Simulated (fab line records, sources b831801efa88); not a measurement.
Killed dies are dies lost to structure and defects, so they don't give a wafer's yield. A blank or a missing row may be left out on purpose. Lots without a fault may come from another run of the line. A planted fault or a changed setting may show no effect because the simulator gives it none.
Chamber matching | flow sky130 | SKY_CONTACT_ETCH_17 on rie_diel-03: 4 sister chambers
The step etches SiO2 in C4F8/O2/Ar, stops on Si3N4, target depth 340 nm. 14 wafers are shown with their chamber, then 7 later ones without.

WAFERS WITH THEIR CHAMBER
wafer  | chamber | oes_product_au (a.u.)
L703.1 | 0       | 0.893
L703.3 | 1       | 0.888
L703.4 | 3       | 0.886
L707.1 | 1       | 0.892
L707.3 | 0       | 0.894
L707.6 | 3       | 0.885
L710.1 | 0       | 0.893
L710.2 | 3       | 0.895
L710.3 | 1       | 0.902
L709.2 | 3       | 0.895
L709.4 | 0       | 0.892
L709.5 | 2       | 0.894
L714.1 | 2       | 0.894
L714.4 | 0       | 0.895

SIGNATURES (means of the wafers above)
reading        | chamber 0 | chamber 1 | chamber 2 | chamber 3 | scatter within a chamber
oes_product_au | 0.89340   | 0.89400   | 0.89400   | 0.89025   | 0.00447
Rule: a wafer's distance from a chamber is the root of the sum, over the readings, of the square of ((its reading less the chamber's mean) divided by the reading's scatter). The wafer belongs to the nearest chamber; if the next one is less than 2 further off, it can't be placed. The scatter: the root of (the sum of the squares of (reading less its chamber's mean) over the shown wafers, divided by (wafers less chambers)).

WAFERS WITHOUT THEIR CHAMBER
wafer  | oes_product_au (a.u.)
L714.5 | 0.890
L719.3 | 0.890
L719.4 | 0.881
L719.5 | 0.894
L726.1 | 0.894
L726.3 | 0.895
L726.4 | 0.894

WHICH CHAMBER EACH WENT THROUGH
wafer  | from the rows above               | in truth
L714.5 | can't be placed: 3 or 0 or 1 or 2 | 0
L719.3 | can't be placed: 3 or 0 or 1 or 2 | 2
L719.4 | can't be placed: 3 or 0 or 1 or 2 | 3
L719.5 | can't be placed: 1 or 2 or 0 or 3 | 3
L726.1 | can't be placed: 1 or 2 or 0 or 3 | 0
L726.3 | can't be placed: 1 or 2 or 0 or 3 | 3
L726.4 | can't be placed: 1 or 2 or 0 or 3 | 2
Placed correctly: 0 of 7. Can't be placed from these rows: 7 (the true chamber is among the candidates in 7). Placed wrongly: 0.
